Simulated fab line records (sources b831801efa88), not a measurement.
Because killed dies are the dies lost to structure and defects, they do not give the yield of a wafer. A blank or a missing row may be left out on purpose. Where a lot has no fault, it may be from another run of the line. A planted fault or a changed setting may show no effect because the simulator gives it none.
Split-lot trial :: flow sky130 :: route with 708 steps; 5 lots, 23 wafers read

## ON THE SPLIT
At SKY_NWELL_IMPLANT_11, the setting dose cm2 was moved away from the recipe's 1.9e+13 on 5 of the 23 wafers read, by +2.8% to +4.7%. This setting was run at the recipe's value on the other wafers.

## FROM THE SPLIT TO THE READING: what the file shows between them, 4 steps
- SKY_NWELL_IMPLANT_24 (also split here: dose cm2)
- SKY_NWELL_STRIP_25: strips in O2/N2
- SKY_NWELL_CLEAN_27: cleans in SC1/SC2, time 150 s
- SKY_NWELL_RTA_28: time 30 s

## THE READING
NWELL_RS, in ohm/sq, at SKY_NWELL_RS_MEAS_29 (measures by four-point-probe). A value of 624.2 ohm/sq with a standard deviation of 1.7 ohm/sq is what fault-free wafers of this fab line usually give.

wafer: L074.1
tool, chamber at the split: implanter-02, 0
dose cm2 as run: 1.9e+13
against the recipe: recipe
NWELL_RS, ohm/sq: 626.8
against lot-mates on the recipe: -

wafer: L074.2
tool, chamber at the split: implanter-02, 0
dose cm2 as run: 1.9e+13
against the recipe: recipe
NWELL_RS, ohm/sq: 626.9
against lot-mates on the recipe: -

wafer: L074.5
tool, chamber at the split: implanter-02, 0
dose cm2 as run: 1.9e+13
against the recipe: recipe
NWELL_RS, ohm/sq: 623.1
against lot-mates on the recipe: -

wafer: L077.2
tool, chamber at the split: implanter-01, 0
dose cm2 as run: 1.99e+13
against the recipe: +4.7%
NWELL_RS, ohm/sq: 610.7
against lot-mates on the recipe: -14.6

wafer: L077.3
tool, chamber at the split: implanter-01, 0
dose cm2 as run: 1.99e+13
against the recipe: +4.7%
NWELL_RS, ohm/sq: 609.3
against lot-mates on the recipe: -16.0

wafer: L077.4
tool, chamber at the split: implanter-01, 0
dose cm2 as run: 1.9e+13
against the recipe: recipe
NWELL_RS, ohm/sq: 624.0
against lot-mates on the recipe: -

wafer: L077.5
tool, chamber at the split: implanter-01, 0
dose cm2 as run: 1.9e+13
against the recipe: recipe
NWELL_RS, ohm/sq: 625.6
against lot-mates on the recipe: -

wafer: L077.6
tool, chamber at the split: implanter-01, 0
dose cm2 as run: 1.9e+13
against the recipe: recipe
NWELL_RS, ohm/sq: 626.2
against lot-mates on the recipe: -

wafer: L078.1
tool, chamber at the split: implanter-04, 0
dose cm2 as run: 1.9e+13
against the recipe: recipe
NWELL_RS, ohm/sq: 624.2
against lot-mates on the recipe: -

wafer: L078.3
tool, chamber at the split: implanter-04, 0
dose cm2 as run: 1.953e+13
against the recipe: +2.8%
NWELL_RS, ohm/sq: 617.3
against lot-mates on the recipe: -6.7

wafer: L078.4
tool, chamber at the split: implanter-04, 0
dose cm2 as run: 1.953e+13
against the recipe: +2.8%
NWELL_RS, ohm/sq: 616.2
against lot-mates on the recipe: -7.8

wafer: L078.5
tool, chamber at the split: implanter-04, 0
dose cm2 as run: 1.953e+13
against the recipe: +2.8%
NWELL_RS, ohm/sq: 616.3
against lot-mates on the recipe: -7.7

wafer: L078.6
tool, chamber at the split: implanter-04, 0
dose cm2 as run: 1.9e+13
against the recipe: recipe
NWELL_RS, ohm/sq: 623.8
against lot-mates on the recipe: -

wafer: L080.1
tool, chamber at the split: implanter-01, 0
dose cm2 as run: 1.9e+13
against the recipe: recipe
NWELL_RS, ohm/sq: 624.1
against lot-mates on the recipe: -

wafer: L080.2
tool, chamber at the split: implanter-01, 0
dose cm2 as run: 1.9e+13
against the recipe: recipe
NWELL_RS, ohm/sq: 623.7
against lot-mates on the recipe: -

wafer: L080.3
tool, chamber at the split: implanter-01, 0
dose cm2 as run: 1.9e+13
against the recipe: recipe
NWELL_RS, ohm/sq: 625.7
against lot-mates on the recipe: -

wafer: L080.5
tool, chamber at the split: implanter-01, 0
dose cm2 as run: 1.9e+13
against the recipe: recipe
NWELL_RS, ohm/sq: 624.7
against lot-mates on the recipe: -

wafer: L080.6
tool, chamber at the split: implanter-01, 0
dose cm2 as run: 1.9e+13
against the recipe: recipe
NWELL_RS, ohm/sq: 623.7
against lot-mates on the recipe: -

wafer: L084.1
tool, chamber at the split: implanter-04, 0
dose cm2 as run: 1.9e+13
against the recipe: recipe
NWELL_RS, ohm/sq: 621.6
against lot-mates on the recipe: -

wafer: L084.2
tool, chamber at the split: implanter-04, 0
dose cm2 as run: 1.9e+13
against the recipe: recipe
NWELL_RS, ohm/sq: 623.0
against lot-mates on the recipe: -

wafer: L084.3
tool, chamber at the split: implanter-04, 0
dose cm2 as run: 1.9e+13
against the recipe: recipe
NWELL_RS, ohm/sq: 622.4
against lot-mates on the recipe: -

wafer: L084.4
tool, chamber at the split: implanter-04, 0
dose cm2 as run: 1.9e+13
against the recipe: recipe
NWELL_RS, ohm/sq: 622.9
against lot-mates on the recipe: -

wafer: L084.6
tool, chamber at the split: implanter-04, 0
dose cm2 as run: 1.9e+13
against the recipe: recipe
NWELL_RS, ohm/sq: 620.7
against lot-mates on the recipe: -

THE FIT
A straight line over all 23 wafers: NWELL_RS changes by -2.88 ohm/sq for each +1% of dose cm2; r = -0.95; the points scatter about the line by 1.6 ohm/sq.
The same after taking each lot's own level away (the mean of its wafers on the recipe; 23 wafers): -3.05 ohm/sq for each +1%; r = -0.98; scatter 1.1 ohm/sq.
Per that fit: largest dose cm2 move, reading shift of 14 ohm/sq.
The span of the lots' own levels, 622.12 to 625.60 ohm/sq, comes to 2.0 times the standard deviation stated above.
Consequently the slope shifts little with the lot-to-lot level, the two slopes agreeing.
Check: with one of the wafers moved furthest among these (+4.7%) left out of the fit, the line predicts -14.3 ohm/sq for it against its lot-mates. It came out at -14.6 ohm/sq against them.

## OTHER SPLITS ON THESE WAFERS
Other splits were also applied to these wafers ahead of the reading. Each is held against what the fit with the lots' levels taken away leaves over:
other split on the same wafers: SKY_FIELD_ISO_OXIDATION_01 temp c
wafers away from the commonest value: 18
r with NWELL_RS (lot level and that fit taken away): +0.12

other split on the same wafers: SKY_DNWELL_COAT_02 resist thk nm
wafers away from the commonest value: 7
r with NWELL_RS (lot level and that fit taken away): -0.22

other split on the same wafers: SKY_NWELL_IMPLANT_24 dose cm2
wafers away from the commonest value: 11
r with NWELL_RS (lot level and that fit taken away): +0.04

## THE FILE'S OWN FIT
NWELL_RS changes by -3.08 ohm/sq for each +1% of dose cm2, r = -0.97.
